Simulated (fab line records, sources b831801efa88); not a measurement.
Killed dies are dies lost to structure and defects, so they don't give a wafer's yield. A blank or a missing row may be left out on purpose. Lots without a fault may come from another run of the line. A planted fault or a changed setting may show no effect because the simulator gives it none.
fab line records | flow sky130
record lots=12 wafers=36 last_day=50
route steps=708 shown NWELL@77 VT_ADJUST_LVTN@106 CONTACT@410
lots that met no fault: from a run of the same line without faults
start_h: hours from the record's first day to the start of the lot's first wafer shown | wait_h: hours since the lot's step before | " the same as in the row above | L1.1+2: a row that stands for several wafers | - no value, or no start given | * or withheld: withheld | < > ~ a bound
route shown NAME@n: a module of which the file shows steps, and the number in the route of the first | usual: mean/standard deviation of fault-free wafers | same: alike in all rows | chamber/n: place in a boat | sites: the reading at each site | _std_site: their standard deviation | _edge_site: outer sites' mean less inner sites' | radius_mm: how far each site lies from the wafer's centre | mask NAME#n: copy n | behind: the tool/chamber that last shaped the wafer | hold: why the lot was held/for how many hours/how that ended | device: the transistor (n, p or np) that didn't switch | end of line: the same wafers' tests at the end of the route | a step without rows: its recipe alone | killed: dies lost to structure and defects at the first sort, not the wafer's yield | map: a wafer's dies, x killed, . not, _ none there
set.NAME: the setting as run; set.NAME@STEP: as run at that earlier step | model.NAME: the simulator's own value behind a step, which no gauge read
steps of the route over a sample of lots; a table a step, a row a wafer
services: from which hour (start_h, from the record's first day; less than 0 if before it) a tool's chamber was out of use, for how many hours, and why
## steps
# step SKY_NWELL_IMPLANT_24
# recipe species=B energy_kev=140 dose_cm2=9.2e+12 tilt_deg=withheld
# usual dose_ions_cm2=9.198e+12/9.7e+09 faraday_current_uA=51.9/1
# columns lot.wafer tool chamber start_h wait_h dose_ions_cm2 faraday_current_uA
L894.1 implanter-01 0 102.13 0.0 9.2e+12 52.1
L894.3 " 0 " " 9.186e+12 52.3
L894.4 " 0 " " 9.198e+12 53.2
L895.1 implanter-01 0 111.02 0.0 9.2e+12 52.5
L895.2 " 0 " " 9.188e+12 51.6
L895.5 " 0 " " 9.192e+12 52.3
L896.2 implanter-02 0 114.54 0.0 9.178e+12 52.3
L896.3 " 0 " " 9.187e+12 51.3
L896.4 " 0 " " 9.19e+12 52.8
L897.1 implanter-02 0 121.97 0.0 9.206e+12 51.8
L897.3 " 0 " " 9.201e+12 53.0
L897.5 " 0 " " 9.214e+12 52.1
L900.3 implanter-04 0 137.57 0.1 9.19e+12 52.2
L900.4 " 0 " " 9.217e+12 50.2
L900.5 " 0 " " 9.211e+12 52.4
L903.3 implanter-04 0 159.71 0.1 9.201e+12 51.3
L903.5 " 0 " " 9.199e+12 52.7
L903.6 " 0 " " 9.198e+12 51.2
L904.1 implanter-02 0 163.17 0.0 9.194e+12 53.2
L904.2 " 0 " " 9.21e+12 50.6
L904.6 " 0 " " 9.207e+12 52.6
L905.1 implanter-04 0 169.62 0.0 9.2e+12 51.4
L905.4 " 0 " " 9.193e+12 51.8
L905.5 " 0 " " 9.187e+12 53.0
L912.2 implanter-02 0 217.51 0.0 4.471e+12 24.9
L912.3 " 0 " " 4.462e+12 25.3
L912.4 " 0 " " 4.464e+12 24.6
L914.4 implanter-02 0 224.86 0.1 4.462e+12 25.5
L914.5 " 0 " " 4.47e+12 25.0
L914.6 " 0 " " 4.471e+12 25.0
L915.1 implanter-01 0 232.56 0.0 9.198e+12 52.4
L915.5 " 0 " " 9.217e+12 52.1
L915.6 " 0 " " 9.211e+12 50.8
L916.1 implanter-04 0 239.02 0.0 9.207e+12 50.9
L916.2 " 0 " " 9.197e+12 53.8
L916.4 " 0 " " 9.205e+12 51.5
# step SKY_NWELL_TW_MEAS_26
# usual NWELL_2_TW=495/4.3
# columns lot.wafer tool chamber start_h wait_h NWELL_2_TW
L894.1 film_metro-02 - 102.38 0.1 496
L894.3 " - " " 495
L894.4 " - " " 493
L895.1 film_metro-02 - 111.27 0.1 494
L895.2 " - " " 495
L895.5 " - " " 495
L896.2 film_metro-04 - 114.78 0.1 497
L896.3 " - " " 498
L896.4 " - " " 501
L897.1 film_metro-04 - 122.22 0.1 498
L897.3 " - " " 497
L897.5 " - " " 497
L900.3 film_metro-04 - 137.79 0.1 498
L900.4 " - " " 502
L900.5 " - " " 495
L903.3 film_metro-02 - 159.93 0.1 496
L903.5 " - " " 496
L903.6 " - " " 494
L904.1 film_metro-01 - 163.42 0.1 491
L904.2 " - " " 492
L904.6 " - " " 490
L905.1 film_metro-02 - 169.87 0.1 493
L905.4 " - " " 494
L905.5 " - " " 493
L912.2 film_metro-01 - 217.74 0.1 388
L912.3 " - " " 388
L912.4 " - " " 390
L914.4 film_metro-04 - 225.06 0.1 403
L914.5 " - " " 402
L914.6 " - " " 399
L915.1 film_metro-04 - 232.81 0.1 500
L915.5 " - " " 502
L915.6 " - " " 502
L916.1 film_metro-02 - 239.27 0.1 497
L916.2 " - " " 497
L916.4 " - " " 499
# step SKY_VT_ADJUST_LVTN_STRIP_09
# recipe chemistry=O2/N2 power_w=1400 pressure_mtorr=1500 platen_temp_c=withheld o2_flow_sccm=3000 n2_flow_sccm=300 overash_fraction=0.5
# usual drypump_motor_current_A=5.9/0.39 oes_product_au=0.722/0.0043 strip_time_to_endpoint_s=36.92/0.11
# columns lot.wafer tool chamber start_h wait_h drypump_motor_current_A oes_product_au rf_hours_counter_h strip_time_to_endpoint_s
L894.1 plasma_asher-04 0 138.67 0.1 5.9 0.720 46 37.00
L894.3 " 1 " " 6.3 0.718 - 36.94
L894.4 " 0 " " 5.9 0.722 - 37.04
L895.1 plasma_asher-02 1 148.21 0.1 6.2 0.730 3 36.86
L895.2 " 0 " " 6.0 0.726 3 36.79
L895.5 " 1 " " 6.1 0.721 - 36.76
L896.2 plasma_asher-01 0 154.07 0.1 5.1 0.728 46 36.87
L896.3 " 0 " " 5.1 0.731 - 36.95
L896.4 " 1 " " 6.0 0.720 - 36.85
L897.1 plasma_asher-04 0 161.11 0.1 5.9 0.725 48 36.88
L897.3 " 0 " " 5.9 0.724 - 36.95
L897.5 " 1 " " 6.3 0.716 - 36.94
L900.3 plasma_asher-04 1 179.69 0.1 6.3 0.725 - 36.81
L900.4 " 0 " " 5.9 0.718 - 36.93
L900.5 " 1 " " 6.3 0.718 - 36.88
L903.3 plasma_asher-01 0 202.20 0.1 5.1 0.726 - 36.95
L903.5 " 0 " " 5.1 0.725 - 36.94
L903.6 " 1 " " 6.0 0.724 - 36.98
L904.1 plasma_asher-04 1 205.09 0.1 6.3 0.720 52 36.79
L904.2 " 0 " " 5.9 0.723 52 36.83
L904.6 " 0 " " 5.9 0.719 - 36.81
L905.1 plasma_asher-04 1 211.57 0.1 6.3 0.728 53 36.94
L905.4 " 1 " " 6.3 0.722 - 36.98
L905.5 " 0 " " 5.9 0.720 - 36.94
L912.2 plasma_asher-01 1 263.66 0.1 6.0 0.724 57 36.70
L912.3 " 1 " " 6.1 0.725 - 36.75
L912.4 " 0 " " 5.1 0.728 - 36.82
L914.4 plasma_asher-01 1 271.90 0.1 6.1 0.715 - 36.84
L914.5 " 1 " " 6.1 0.717 - 36.78
L914.6 " 0 " " 5.1 0.716 - 36.79
L915.1 plasma_asher-02 1 279.81 0.1 6.1 0.724 16 36.81
L915.5 " 1 " " 6.2 0.725 - 36.80
L915.6 " 0 " " 6.0 0.720 - 36.75
L916.1 plasma_asher-04 0 287.27 0.1 5.9 0.724 60 36.76
L916.2 " 1 " " 6.3 0.723 60 36.83
L916.4 " 1 " " 6.3 0.719 - 36.76
# step SKY_CONTACT_CMP_04
# recipe material=SiO2 down_force_psi=4 platen_rpm=60 pad_velocity_m_s=0.94248
# usual motor_current_A=12.2/1.4 platen_rpm=60.00/0.039 time_to_endpoint_s=82/4
# columns lot.wafer tool chamber start_h wait_h motor_current_A platen_rpm time_to_endpoint_s
L894.4 cmp-02 1 711.43 0.0 12.5 60.00 83
L894.1 " 2 " " 11.0 59.98 84
L894.3 " 0 " " 14.0 60.01 87
L895.1 cmp-01 2 716.98 0.1 12.6 60.05 87
L895.2 " 3 " " 14.1 59.96 91
L895.5 " 3 " " 14.1 60.03 84
L896.4 cmp-02 1 717.96 0.0 12.9 60.02 89
L896.2 " 3 " " 11.2 59.97 87
L896.3 " 0 " " 13.9 60.01 86
L897.1 cmp-01 3 735.73 0.1 13.8 59.96 88
L897.3 " 0 " " 12.5 59.97 88
L897.5 " 3 " " 14.0 59.97 80
L900.4 cmp-02 2 756.34 0.0 11.0 59.99 78
L900.3 " 1 " " 12.8 59.99 78
L900.5 " 3 " " 11.6 59.93 80
L903.3 cmp-01 1 780.56 0.1 9.7 59.97 84
L903.5 " 3 " " 14.1 59.98 79
L903.6 " 0 " " 12.2 59.99 84
L905.4 cmp-01 3 786.58 0.1 14.6 59.96 76
L905.1 " 0 " " 12.1 60.03 80
L905.5 " 1 " " 10.2 60.02 79
L904.2 cmp-02 3 788.11 0.0 11.8 60.04 88
L904.1 " 1 " " 12.2 59.98 84
L904.6 " 3 " " 11.1 59.89 85
L912.2 cmp-01 1 852.38 0.0 10.5 60.05 76
L912.3 " 2 " " 12.2 59.96 81
L912.4 " 3 " " 13.6 59.95 78
L914.4 cmp-01 1 855.67 0.5 10.0 60.04 76
L914.6 " 3 " " 15.0 59.95 77
L914.5 " 0 " " 12.5 59.98 80
L915.1 cmp-01 1 868.58 0.1 10.2 59.94 78
L915.6 " 1 " " 9.8 60.05 81
L915.5 " 2 " " 12.3 60.04 81
L916.4 cmp-02 1 875.71 0.0 13.4 60.04 79
L916.1 " 2 " " 11.7 60.01 77
L916.2 " 3 " " 11.9 60.04 79
# step SKY_CONTACT_RS_MEAS_25
# recipe thk_meas_gauge=four-point-probe reads=W_of_CONTACT_CVD_24+TiN_of_CONTACT_SPUTTER_23
# usual CONTACT_W_RS=0.338/0.0047
# columns lot.wafer tool chamber start_h wait_h CONTACT_W_RS[ohm/sq]
L894.1 film_metro-01 - 739.94 0.1 0.330
L894.3 " - " " 0.331
L894.4 " - " " 0.337
L895.1 film_metro-03 - 745.85 0.1 0.338
L895.2 " - " " 0.339
L895.5 " - " " 0.336
L896.2 film_metro-03 - 746.85 0.1 0.329
L896.3 " - " " 0.341
L896.4 " - " " 0.330
L897.1 film_metro-04 - 764.58 0.1 0.333
L897.3 " - " " 0.331
L897.5 " - " " 0.333
L900.3 film_metro-03 - 784.96 0.1 0.341
L900.4 " - " " 0.330
L900.5 " - " " 0.345
L903.3 film_metro-03 - 807.92 0.1 0.338
L903.5 " - " " 0.336
L903.6 " - " " 0.336
L905.1 film_metro-01 - 814.56 0.1 0.333
L905.4 " - " " 0.337
L905.5 " - " " 0.330
L904.1 film_metro-03 - 815.99 0.1 0.340
L904.2 " - " " 0.340
L904.6 " - " " 0.337
L912.2 film_metro-03 - 879.88 0.1 0.337
L912.3 " - " " 0.340
L912.4 " - " " 0.334
L914.4 film_metro-03 - 882.77 0.1 0.340
L914.5 " - " " 0.336
L914.6 " - " " 0.338
L915.1 film_metro-04 - 895.17 0.1 0.334
L915.5 " - " " 0.335
L915.6 " - " " 0.340
L916.1 film_metro-01 - 901.50 0.1 0.341
L916.2 " - " " 0.340
L916.4 " - " " 0.334
## services
# columns tool chamber start_h hours kind
cmp-01 - 91.65 17.1 pm
cmp-01 - 111.60 1.0 repair
cmp-01 - 124.30 35.0 repair
cmp-01 - 132.09 2.9 repair
cmp-01 - 237.47 0.8 repair
plasma_asher-04 - 240.21 2.1 repair
cmp-01 - 250.25 5.2 pm
cmp-01 - 255.43 6.9 pm
cmp-01 - 262.33 0.9 repair
plasma_asher-04 - 264.11 0.7 repair
cmp-01 - 288.75 3.0 repair
cmp-01 - 300.37 13.6 repair
cmp-01 - 305.32 4.8 repair
cmp-01 - 358.12 1.9 repair
plasma_asher-04 - 402.15 2.4 repair
cmp-01 - 404.07 4.0 pm
plasma_asher-04 - 421.25 9.0 pm
plasma_asher-04 - 441.50 1.0 repair
cmp-01 - 565.47 2.1 repair
cmp-01 - 601.89 0.4 repair
cmp-01 - 619.25 4.5 pm
cmp-01 - 628.04 1.0 repair
cmp-01 - 744.07 4.0 pm
cmp-01 - 822.74 0.8 repair
## key
first_sign step=SKY_NWELL_IMPLANT_24 reading=dose_ions_cm2 direction=down sigmas=99+ usual=* struck=*
effect step=SKY_NWELL_IMPLANT_24 reading=faraday_current_uA direction=down sigmas=27 usual=51.9 struck=25.0
effect step=SKY_NWELL_TW_MEAS_26 reading=NWELL_2_TW direction=down sigmas=23 usual=495 struck=395
met_at SKY_NWELL_IMPLANT_24
struck_lots L912,L914
tester_left_out L912,L914
not_acting_at SKY_VT_ADJUST_LVTN_STRIP_09,SKY_CONTACT_CMP_04,SKY_CONTACT_RS_MEAS_25
onset_between 163.17 217.51
fault kind=process_parameter_drift tool=implanter-02 chamber=- onset_h=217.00 steps=SKY_NWELL_IMPLANT_24 channel=dose_cm2 offset=* shape=step end_h=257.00 acts_in=* stated=*
# tester_left_out: of these lots the tester's yield and bins aren't shown, on N5 and GAA mostly nor the transistor test; their killed dies are dies lost to structure and defects alone, not to doping, threshold or leakage, so they don't give the yield
